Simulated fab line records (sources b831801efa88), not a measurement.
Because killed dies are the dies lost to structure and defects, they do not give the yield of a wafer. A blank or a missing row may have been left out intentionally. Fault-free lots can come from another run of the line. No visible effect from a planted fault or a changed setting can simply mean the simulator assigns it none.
Which tool did it? | flow gf180mcu | 21 wafers from 7 lots sampled at 3 of the route's 602 steps

WHAT THE GAUGES READ, wafer by wafer
GF_HV_LDD_TW_MEAS_50.
lot  | measured     | on           | HV_LDD_4_TW
L350 | day 13 16:11 | filmMetro-04 | 569 571 570
L351 | day 14 01:13 | filmMetro-02 | 562 562 560
L354 | day 14 17:50 | filmMetro-04 | 572 574 575
L356 | day 15 05:58 | filmMetro-02 | 560 563 564
L358 | day 16 05:24 | filmMetro-04 | 573 572 574
L361 | day 17 00:33 | filmMetro-04 | 899 909 909
L363 | day 17 17:00 | filmMetro-03 | 899 900 901

WHAT TOOL EACH LOT RAN ON (gives the tool, then ch and the chambers of the sampled wafers, and finally the start)
lot  | GF_VT_IMPLANT_STRIP_31              | GF_HV_LDD_IMPLANT_48
L350 | plasmaAsher-03 ch 0, day 7 21:34    | implanter-01 ch 0, day 13 15:56
L351 | plasmaAsher-03 ch 0,1, day 8 05:38  | implanter-01 ch 0, day 14 00:58
L354 | plasmaAsher-02 ch 0,1, day 8 21:01  | implanter-04 ch 0, day 14 17:37
L356 | plasmaAsher-03 ch 0,1, day 9 06:49  | implanter-04 ch 0, day 15 05:44
L358 | plasmaAsher-04 ch 0,1, day 9 20:56  | implanter-02 ch 0, day 16 05:09
L361 | plasmaAsher-02 ch 0, day 10 15:16   | implanter-04 ch 0, day 17 00:18
L363 | plasmaAsher-02 ch 0,1, day 11 05:31 | implanter-04 ch 0, day 17 16:45
- GF_VT_IMPLANT_STRIP_31: strips in O2/N2.
- GF_HV_LDD_IMPLANT_48

THE ANSWER, worked out from the rows above alone
Rule: usual is defined by the lots themselves. The widest of any qualifying gaps counts: lots, ordered by their means at a reading, are off when they make up no more than a third of the lots, leave a main group of 4 or more, and stand apart from it by 3 or more times the standard deviation of that group's means. If all means in a main group match to the digits the tables above print for the reading, that group is not used. Also off: a lot with no number at a reading for which 4 or more lots have one. All remaining lots with rows at the step are treated as sound.
Off: L361, L363, at GF_HV_LDD_TW_MEAS_50 (HV_LDD_4_TW). Mean 568 and standard deviation 5.2 in the main group.
A tool fits if, at a process step before that reading, it ran every lot that is off, and no sound lot after the first of them. Gauges at GF_HV_LDD_TW_MEAS_50: tried the same way as those tools. This does not decide it: 2 tools fit, namely plasmaAsher-02 at GF_VT_IMPLANT_STRIP_31 and implanter-04 at GF_HV_LDD_IMPLANT_48.

WHAT THE SIMULATOR PUT IN
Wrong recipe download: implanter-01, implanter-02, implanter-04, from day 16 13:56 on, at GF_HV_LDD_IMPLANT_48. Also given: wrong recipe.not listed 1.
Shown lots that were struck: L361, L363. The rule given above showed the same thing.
